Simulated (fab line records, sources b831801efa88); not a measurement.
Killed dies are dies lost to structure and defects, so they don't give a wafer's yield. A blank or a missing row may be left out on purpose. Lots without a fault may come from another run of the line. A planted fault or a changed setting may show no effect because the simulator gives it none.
Which tool did it? | flow sky130 | 24 lots, 72 wafers sampled, at 6 steps of a route of 708

WHAT THE GAUGES READ, wafer by wafer
SKY_NWELL_THK_MEAS_02. Usual: NWELL_OXIDATION_THK 9.91 nm, standard deviation 0.18.
lot  | measured    | on            | NWELL_OXIDATION_THK (nm) | flag
L074 | day 2 15:49 | film_metro-04 | 9.94 9.95 10.07          |
L075 | day 2 17:53 | film_metro-01 | 9.98 10.31 10.14         |
L076 | day 3 00:26 | film_metro-01 | 9.87 9.80 9.97           |
L077 | day 3 06:58 | film_metro-01 | 9.68 9.82 9.83           |
L078 | day 3 11:00 | film_metro-02 | 9.86 9.67 9.48           |
L079 | day 3 15:09 | film_metro-04 | 9.89 9.81 9.71           |
L080 | day 3 20:50 | film_metro-04 | 9.89 10.20 10.03         |
L081 | day 4 04:21 | film_metro-04 | 10.08 10.14 10.12        |
L082 | day 4 07:16 | film_metro-01 | 9.73 9.88 9.91           |
L083 | day 4 10:22 | film_metro-01 | 9.97 10.18 10.13         |
L084 | day 4 15:20 | film_metro-04 | 10.19 9.92 9.93          |
L085 | day 5 00:21 | film_metro-01 | 9.75 9.61 9.87           |
L086 | day 5 05:10 | film_metro-01 | 9.69 9.94 9.71           |
L087 | day 5 09:31 | film_metro-04 | 9.98 9.87 10.10          |
L088 | day 5 13:53 | film_metro-01 | 10.24 10.15 10.11        |
L089 | day 5 16:42 | film_metro-04 | 9.94 10.03 9.93          |
L090 | day 5 21:53 | film_metro-01 | 10.17 9.94 9.89          |
L091 | day 6 03:07 | film_metro-02 | 9.90 9.89 9.90           |
L092 | day 6 10:36 | film_metro-01 | 9.97 9.99 10.03          |
L093 | day 6 16:49 | film_metro-02 | 10.02 9.94 9.98          |
L094 | day 6 23:03 | film_metro-01 | 9.69 9.68 9.84           |
L095 | day 7 02:15 | film_metro-04 | 9.81 9.81 9.99           |
L096 | day 7 08:02 | film_metro-02 | 9.61 9.78 9.68           |
L097 | day 7 10:41 | film_metro-01 | 9.65 9.64 9.63           |

SKY_PASSIVATION_THK_MEAS_03. Usual: PASSIVATION_CVD_02_THK 540 nm, standard deviation 6.2.
lot  | measured     | on            | PASSIVATION_CVD_02_THK (nm) | flag
L074 | day 44 04:29 | film_metro-03 | 533 529 547                 |
L075 | day 44 10:50 | film_metro-02 | 545 539 540                 |
L076 | day 44 20:41 | film_metro-02 | 532 539 547                 |
L077 | day 45 09:25 | film_metro-03 | 542 549 554                 |
L078 | day 45 16:51 | film_metro-03 | 542 550 550                 |
L079 | day 45 19:35 | film_metro-02 | 541 543 545                 |
L080 | day 46 08:38 | film_metro-03 | 547 538 546                 |
L081 | day 46 15:31 | film_metro-01 | 539 535 545                 |
L082 | day 46 19:30 | film_metro-02 | 537 541 546                 |
L083 | day 47 00:35 | film_metro-02 | 528 542 547                 |
L084 | day 47 01:28 | film_metro-03 | 533 532 539                 |
L085 | day 47 11:29 | film_metro-01 | 545 553 555                 |
L086 | day 47 17:27 | film_metro-02 | 538 545 544                 |
L087 | day 47 18:48 | film_metro-02 | 540 539 540                 |
L088 | day 48 03:58 | film_metro-03 | 530 535 544                 |
L089 | day 48 02:28 | film_metro-01 | 535 529 541                 |
L090 | day 48 09:59 | film_metro-02 | 539 545 542                 |
L091 | day 48 20:56 | film_metro-01 | 529 543 543                 |
L092 | day 49 01:37 | film_metro-03 | 542 553 547                 |
L093 | day 49 04:05 | film_metro-01 | 530 537 540                 |
L094 | day 49 07:13 | film_metro-03 | 533 546 537                 |
L095 | day 49 13:46 | film_metro-03 | 532 540 544                 |
L096 | day 49 20:01 | film_metro-03 | 540 534 545                 |
L097 | day 49 21:59 | film_metro-03 | 535 537 543                 |

WHICH TOOL RAN EACH LOT (tool, then ch and the chambers of the sampled wafers, then the start)
lot  | SKY_LDD_N_STRIP_16                   | SKY_CONTACT_ETCH_16                | SKY_CONTACT_SPUTTER_23       | SKY_METAL5_DESCUM_14
L074 | plasma_asher-02 ch 0,1, day 17 18:29 | rie_diel-02 ch 0,1,2, day 31 22:31 | pvd_sputter-02, day 31 23:25 | rie_metal-02 ch 0,1, day 44 03:18
L075 | plasma_asher-01 ch 0,1, day 18 00:13 | rie_diel-03 ch 0,1,2, day 32 03:20 | pvd_sputter-02, day 32 04:08 | rie_metal-03 ch 0,1, day 44 09:37
L076 | plasma_asher-01 ch 0,1, day 18 10:05 | rie_diel-02 ch 0,3, day 32 14:40   | pvd_sputter-01, day 32 15:32 | rie_metal-01 ch 0,1, day 44 19:24
L077 | plasma_asher-02 ch 0,1, day 19 06:14 | rie_diel-02 ch 1,2, day 33 08:19   | pvd_sputter-01, day 33 09:02 | rie_metal-02 ch 1, day 45 07:59
L078 | plasma_asher-02 ch 0,1, day 19 16:07 | rie_diel-03 ch 0,3, day 33 16:13   | pvd_sputter-01, day 33 16:57 | rie_metal-01 ch 0,1, day 45 15:40
L079 | plasma_asher-01 ch 0,1, day 20 00:48 | rie_diel-03 ch 1,2,3, day 33 21:46 | pvd_sputter-01, day 33 22:34 | rie_metal-02 ch 0,1, day 45 18:23
L080 | plasma_asher-04 ch 0,1, day 20 12:47 | rie_diel-03 ch 1,2,3, day 34 12:32 | pvd_sputter-01, day 34 13:15 | rie_metal-02 ch 0,1, day 46 07:21
L081 | plasma_asher-02 ch 0,1, day 20 22:11 | rie_diel-03 ch 0,1,2, day 34 20:04 | pvd_sputter-01, day 34 20:48 | rie_metal-02 ch 0,1, day 46 14:20
L082 | plasma_asher-02 ch 0,1, day 21 08:36 | rie_diel-04 ch 0,1,2, day 35 03:55 | pvd_sputter-04, day 35 04:39 | rie_metal-03 ch 0,1, day 46 17:44
L083 | plasma_asher-01 ch 0,1, day 21 13:05 | rie_diel-03 ch 1,2,3, day 35 08:34 | pvd_sputter-04, day 35 09:20 | rie_metal-01 ch 0, day 46 23:14
L084 | plasma_asher-02 ch 0,1, day 21 19:02 | rie_diel-02 ch 0,2, day 35 08:37   | pvd_sputter-02, day 35 09:23 | rie_metal-03 ch 0,1, day 47 00:09
L085 | plasma_asher-01 ch 0,1, day 22 09:44 | rie_diel-04 ch 1,3, day 35 22:37   | pvd_sputter-01, day 35 23:21 | rie_metal-03 ch 0,1, day 47 10:19
L086 | plasma_asher-01 ch 0,1, day 22 20:41 | rie_diel-02 ch 0,2,3, day 36 07:22 | pvd_sputter-01, day 36 08:07 | rie_metal-02 ch 0,1, day 47 16:10
L087 | plasma_asher-02 ch 0,1, day 22 23:26 | rie_diel-03 ch 1,2, day 36 11:35   | pvd_sputter-04, day 36 12:22 | rie_metal-03 ch 0,1, day 47 17:35
L088 | plasma_asher-04 ch 0,1, day 23 11:07 | rie_diel-03 ch 0,1,3, day 36 20:01 | pvd_sputter-04, day 36 20:45 | rie_metal-02 ch 0,1, day 48 02:48
L089 | plasma_asher-02 ch 0,1, day 23 10:12 | rie_diel-03 ch 0,1,2, day 36 18:46 | pvd_sputter-04, day 36 19:32 | rie_metal-03 ch 0,1, day 48 01:17
L090 | plasma_asher-02 ch 0,1, day 23 17:48 | rie_diel-03 ch 0,1,3, day 37 02:49 | pvd_sputter-04, day 37 03:32 | rie_metal-01 ch 0,1, day 48 08:44
L091 | plasma_asher-04 ch 0, day 24 13:05   | rie_diel-03 ch 1,2,3, day 37 18:16 | pvd_sputter-04, day 37 18:59 | rie_metal-02 ch 0,1, day 48 19:45
L092 | plasma_asher-04 ch 0,1, day 24 22:01 | rie_diel-03 ch 1,2, day 38 00:08   | pvd_sputter-04, day 38 00:52 | rie_metal-03 ch 0, day 49 00:09
L093 | plasma_asher-01 ch 0,1, day 24 23:29 | rie_diel-04 ch 1,2,3, day 38 02:50 | pvd_sputter-01, day 38 03:34 | rie_metal-02 ch 0,1, day 49 02:54
L094 | plasma_asher-04 ch 0,1, day 25 08:35 | rie_diel-02 ch 0,1, day 38 10:34   | pvd_sputter-02, day 38 11:17 | rie_metal-03 ch 0, day 49 05:47
L095 | plasma_asher-04 ch 0,1, day 25 14:27 | rie_diel-02 ch 0,1,3, day 38 16:40 | pvd_sputter-02, day 38 17:25 | rie_metal-01 ch 0,1, day 49 12:15
L096 | plasma_asher-01 ch 0,1, day 26 01:35 | rie_diel-04 ch 1,2,3, day 39 01:19 | pvd_sputter-02, day 39 02:02 | rie_metal-01 ch 0,1, day 49 18:40
L097 | plasma_asher-04 ch 0,1, day 26 06:26 | rie_diel-04 ch 2,3, day 39 06:29   | pvd_sputter-01, day 39 07:15 | rie_metal-02 ch 0,1, day 49 20:49
- SKY_LDD_N_STRIP_16: strips in O2/N2.
- SKY_CONTACT_ETCH_16: etches BARC in N2/H2, stops on SiO2, time 45.9 s, target depth 60 nm.
- SKY_CONTACT_SPUTTER_23: material TiN, target thk 20 nm, time 80 s.
- SKY_METAL5_DESCUM_14: chemistry O2, time 11 s.

WHAT THE TOOLS THEMSELVES READ (means of the sampled wafers that have a number; where no wafer has one, the mark that the record gives instead)
SKY_LDD_N_STRIP_16. Usual: drypump_motor_current_A 5.6 A, standard deviation 0.5; oes_product_au 0.406 a.u., standard deviation 0.0044; strip_time_to_endpoint_s 4.312 s, standard deviation 0.014.
lot  | tool            | drypump_motor_current_A (A) | oes_product_au (a.u.) | strip_time_to_endpoint_s (s) | flag
L074 | plasma_asher-02 | 5.4                         | 0.407                 | 4.330                        |
L075 | plasma_asher-01 | 5.7                         | 0.403                 | 4.324                        |
L076 | plasma_asher-01 | 5.7                         | 0.408                 | 4.316                        |
L077 | plasma_asher-02 | 5.4                         | 0.405                 | 4.295                        |
L078 | plasma_asher-02 | 5.6                         | 0.404                 | 4.292                        |
L079 | plasma_asher-01 | 5.7                         | 0.411                 | 4.325                        |
L080 | plasma_asher-04 | 5.4                         | 0.407                 | 4.320                        |
L081 | plasma_asher-02 | 5.6                         | 0.408                 | 4.304                        |
L082 | plasma_asher-02 | 5.4                         | 0.406                 | 4.311                        |
L083 | plasma_asher-01 | 5.7                         | 0.407                 | 4.311                        |
L084 | plasma_asher-02 | 5.6                         | 0.408                 | 4.313                        |
L085 | plasma_asher-01 | 5.7                         | 0.404                 | 4.293                        |
L086 | plasma_asher-01 | 5.3                         | 0.408                 | 4.305                        |
L087 | plasma_asher-02 | 5.4                         | 0.408                 | 4.326                        |
L088 | plasma_asher-04 | 5.9                         | 0.405                 | 4.305                        |
L089 | plasma_asher-02 | 5.6                         | 0.409                 | 4.318                        |
L090 | plasma_asher-02 | 5.4                         | 0.406                 | 4.314                        |
L091 | plasma_asher-04 | 5.0                         | 0.410                 | 4.315                        |
L092 | plasma_asher-04 | 5.9                         | 0.404                 | 4.322                        |
L093 | plasma_asher-01 | 5.4                         | 0.404                 | 4.327                        |
L094 | plasma_asher-04 | 5.5                         | 0.404                 | 4.319                        |
L095 | plasma_asher-04 | 5.4                         | 0.407                 | 4.311                        |
L096 | plasma_asher-01 | 5.7                         | 0.408                 | 4.317                        |
L097 | plasma_asher-04 | 5.9                         | 0.407                 | 4.318                        |

SKY_CONTACT_ETCH_16. Usual: drypump_motor_current_A 5.5 A, standard deviation 0.47; oes_product_au 0.856 a.u., standard deviation 0.0053; throttle_valve_pct 13.224 %, standard deviation 0.0094.
lot  | tool        | drypump_motor_current_A (A) | oes_product_au (a.u.) | throttle_valve_pct (%) | flag
L074 | rie_diel-02 | 5.6                         | 0.857                 | 13.223                 |
L075 | rie_diel-03 | 5.6                         | 0.858                 | 13.225                 |
L076 | rie_diel-02 | 5.9                         | 0.859                 | 13.219                 |
L077 | rie_diel-02 | 5.5                         | 0.858                 | 13.226                 |
L078 | rie_diel-03 | 5.5                         | 0.861                 | 13.219                 |
L079 | rie_diel-03 | 5.3                         | 0.852                 | 13.225                 |
L080 | rie_diel-03 | 5.4                         | 0.862                 | 13.218                 |
L081 | rie_diel-03 | 5.6                         | 0.859                 | 13.221                 |
L082 | rie_diel-04 | 5.3                         | 0.861                 | 13.218                 |
L083 | rie_diel-03 | 5.3                         | 0.850                 | 13.216                 |
L084 | rie_diel-02 | 5.6                         | 0.852                 | 13.225                 |
L085 | rie_diel-04 | 5.0                         | 0.853                 | 13.231                 |
L086 | rie_diel-02 | 5.7                         | 0.857                 | 13.228                 |
L087 | rie_diel-03 | 5.2                         | 0.858                 | 13.231                 |
L088 | rie_diel-03 | 5.8                         | 0.855                 | 13.226                 |
L089 | rie_diel-03 | 5.6                         | 0.853                 | 13.238                 |
L090 | rie_diel-03 | 5.7                         | 0.850                 | 13.221                 |
L091 | rie_diel-03 | 5.3                         | 0.853                 | 13.234                 |
L092 | rie_diel-03 | 5.2                         | 0.852                 | 13.241                 |
L093 | rie_diel-04 | 5.3                         | 0.861                 | 13.225                 |
L094 | rie_diel-02 | 5.8                         | 0.851                 | 13.230                 |
L095 | rie_diel-02 | 5.8                         | 0.852                 | 13.218                 |
L096 | rie_diel-04 | 5.3                         | 0.851                 | 13.223                 |
L097 | rie_diel-04 | 5.6                         | 0.855                 | 13.228                 |

SKY_CONTACT_SPUTTER_23. Usual: throttle_valve_pct 30.5 %, standard deviation 1.1.
lot  | tool           | throttle_valve_pct (%) | flag
L074 | pvd_sputter-02 | 31.3                   |
L075 | pvd_sputter-02 | 32.8                   |
L076 | pvd_sputter-01 | 30.5                   |
L077 | pvd_sputter-01 | 30.7                   |
L078 | pvd_sputter-01 | 30.5                   |
L079 | pvd_sputter-01 | 30.8                   |
L080 | pvd_sputter-01 | 30.8                   |
L081 | pvd_sputter-01 | 30.6                   |
L082 | pvd_sputter-04 | 30.4                   |
L083 | pvd_sputter-04 | 29.6                   |
L084 | pvd_sputter-02 | 31.7                   |
L085 | pvd_sputter-01 | 30.4                   |
L086 | pvd_sputter-01 | 30.4                   |
L087 | pvd_sputter-04 | 29.7                   |
L088 | pvd_sputter-04 | 30.1                   |
L089 | pvd_sputter-04 | 29.9                   |
L090 | pvd_sputter-04 | 30.0                   |
L091 | pvd_sputter-04 | 30.2                   |
L092 | pvd_sputter-04 | 29.6                   |
L093 | pvd_sputter-01 | 30.3                   |
L094 | pvd_sputter-02 | 29.8                   |
L095 | pvd_sputter-02 | 32.4                   |
L096 | pvd_sputter-02 | 30.4                   |
L097 | pvd_sputter-01 | 30.4                   |

SKY_METAL5_DESCUM_14. Usual: drypump_motor_current_A 5.9 A, standard deviation 0.63; oes_product_au 1.002 a.u., standard deviation 0.0073.
lot  | tool         | drypump_motor_current_A (A) | oes_product_au (a.u.) | flag
L074 | rie_metal-02 | 5.3                         | 0.997                 |
L075 | rie_metal-03 | 6.1                         | 0.992                 |
L076 | rie_metal-01 | 6.0                         | 1.005                 |
L077 | rie_metal-02 | 6.5                         | 1.006                 |
L078 | rie_metal-01 | 6.0                         | 1.007                 |
L079 | rie_metal-02 | 5.3                         | 0.996                 |
L080 | rie_metal-02 | 5.3                         | 1.001                 |
L081 | rie_metal-02 | 5.3                         | 1.008                 |
L082 | rie_metal-03 | 6.1                         | 1.006                 |
L083 | rie_metal-01 | 6.4                         | 1.002                 |
L084 | rie_metal-03 | 6.0                         | 0.995                 |
L085 | rie_metal-03 | 6.0                         | 1.002                 |
L086 | rie_metal-02 | 5.9                         | 1.000                 |
L087 | rie_metal-03 | 6.1                         | 1.010                 |
L088 | rie_metal-02 | 5.9                         | 1.007                 |
L089 | rie_metal-03 | 6.1                         | 1.000                 |
L090 | rie_metal-01 | 6.0                         | 1.013                 |
L091 | rie_metal-02 | 5.9                         | 1.006                 |
L092 | rie_metal-03 | 6.0                         | 1.006                 |
L093 | rie_metal-02 | 5.3                         | 0.997                 |
L094 | rie_metal-03 | 6.0                         | 1.001                 |
L095 | rie_metal-01 | 6.3                         | 1.004                 |
L096 | rie_metal-01 | 6.3                         | 1.003                 |
L097 | rie_metal-02 | 5.3                         | 0.997                 |

THE ANSWER, worked out from the rows above alone
Rule: a lot is off if the mean of its wafers that have a number lies more than 3 standard deviations from the usual mean. A lot without any number at a reading at which 4 lots or more have one is off too. The other lots that the step has rows for count as sound. The gauges are gone through in route order, then the tools' own readings, and for those a lot's mean is taken as printed above. The first step at which some lot is off is used, and at that step the reading that is off furthest; a lot without a number counts as furthest.
No lot is off at any reading shown: from this, nothing can be told.

WHAT THE SIMULATOR HAD PUT IN
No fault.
